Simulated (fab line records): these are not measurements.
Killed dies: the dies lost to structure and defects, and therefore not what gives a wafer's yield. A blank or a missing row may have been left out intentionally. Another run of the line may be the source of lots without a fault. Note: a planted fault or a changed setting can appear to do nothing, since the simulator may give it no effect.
Matching of chambers || flow sfqLine || 4 sister chambers for SFQ_TRILAYER_I0_VIA_ETCH_VIA_ETCH_034 on rieDiel-01
The step etches SiO2 in CHF3, stops on Nb, target depth 260 nm. 14 wafers are shown with their chamber, then 7 later ones without.

== WAFERS WITH THEIR CHAMBER ==
{"wafer": "L917.1", "chamber": 2, "drypumpMotorCurrentA (A)": 6.1, "oesProductAu (a.u.)": 0.855}
{"wafer": "L917.3", "chamber": 0, "drypumpMotorCurrentA (A)": 4.8, "oesProductAu (a.u.)": 0.860}
{"wafer": "L917.6", "chamber": 3, "drypumpMotorCurrentA (A)": 5.8, "oesProductAu (a.u.)": 0.851}
{"wafer": "L918.1", "chamber": 3, "drypumpMotorCurrentA (A)": 5.7, "oesProductAu (a.u.)": 0.858}
{"wafer": "L918.2", "chamber": 1, "drypumpMotorCurrentA (A)": 5.8, "oesProductAu (a.u.)": 0.850}
{"wafer": "L918.6", "chamber": 2, "drypumpMotorCurrentA (A)": 6.1, "oesProductAu (a.u.)": 0.852}
{"wafer": "L921.2", "chamber": 2, "drypumpMotorCurrentA (A)": 6.1, "oesProductAu (a.u.)": 0.856}
{"wafer": "L921.3", "chamber": 0, "drypumpMotorCurrentA (A)": 4.7, "oesProductAu (a.u.)": 0.863}
{"wafer": "L921.5", "chamber": 0, "drypumpMotorCurrentA (A)": 4.8, "oesProductAu (a.u.)": 0.856}
{"wafer": "L922.1", "chamber": 0, "drypumpMotorCurrentA (A)": 4.8, "oesProductAu (a.u.)": 0.856}
{"wafer": "L922.2", "chamber": 1, "drypumpMotorCurrentA (A)": 5.8, "oesProductAu (a.u.)": 0.857}
{"wafer": "L922.6", "chamber": 3, "drypumpMotorCurrentA (A)": 5.7, "oesProductAu (a.u.)": 0.861}
{"wafer": "L923.3", "chamber": 1, "drypumpMotorCurrentA (A)": 5.8, "oesProductAu (a.u.)": 0.857}
{"wafer": "L923.4", "chamber": 2, "drypumpMotorCurrentA (A)": 6.1, "oesProductAu (a.u.)": 0.860}

SIGNATURES (means of the wafers above)
{"reading": "drypumpMotorCurrentA", "chamber 0": 4.775, "chamber 1": 5.800, "chamber 2": 6.100, "chamber 3": 5.733, "scatter within a chamber": 0.0376}
{"reading": "oesProductAu", "chamber 0": 0.85875, "chamber 1": 0.85467, "chamber 2": 0.85575, "chamber 3": 0.85667, "scatter within a chamber": 0.00391}
Rule: distance of a wafer from a chamber = root of the sum over the readings of ((wafer's reading minus chamber's mean) / reading's scatter) squared. If the next closest chamber is less than 2 further off than the closest, the wafer can't be placed; otherwise it belongs to the closest. The scatter is the square root of a quotient: the sum, over the shown wafers, of each reading's squared deviation from its chamber's mean, divided by wafers minus chambers.

== WAFERS WITH NO CHAMBER GIVEN ==
{"wafer": "L923.5", "drypumpMotorCurrentA (A)": 4.8, "oesProductAu (a.u.)": 0.854}
{"wafer": "L924.1", "drypumpMotorCurrentA (A)": 5.9, "oesProductAu (a.u.)": 0.857}
{"wafer": "L924.3", "drypumpMotorCurrentA (A)": 5.8, "oesProductAu (a.u.)": 0.856}
{"wafer": "L924.6", "drypumpMotorCurrentA (A)": 4.8, "oesProductAu (a.u.)": 0.860}
{"wafer": "L927.2", "drypumpMotorCurrentA (A)": 4.8, "oesProductAu (a.u.)": 0.857}
{"wafer": "L927.5", "drypumpMotorCurrentA (A)": 4.8, "oesProductAu (a.u.)": 0.867}
{"wafer": "L927.6", "drypumpMotorCurrentA (A)": 6.1, "oesProductAu (a.u.)": 0.850}

== EACH ONE'S CHAMBER ==
{"wafer": "L923.5", "from the rows above": 0, "in truth": 0}
{"wafer": "L924.1", "from the rows above": "can't be placed: 1 or 3", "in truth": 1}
{"wafer": "L924.3", "from the rows above": "can't be placed: 1 or 3", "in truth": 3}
{"wafer": "L924.6", "from the rows above": 0, "in truth": 0}
{"wafer": "L927.2", "from the rows above": 0, "in truth": 0}
{"wafer": "L927.5", "from the rows above": 0, "in truth": 0}
{"wafer": "L927.6", "from the rows above": 2, "in truth": 2}
Placed correctly: 5 of 7. These rows do not allow placing 2 (true chamber among the candidates in 2). Placed wrongly: 0.
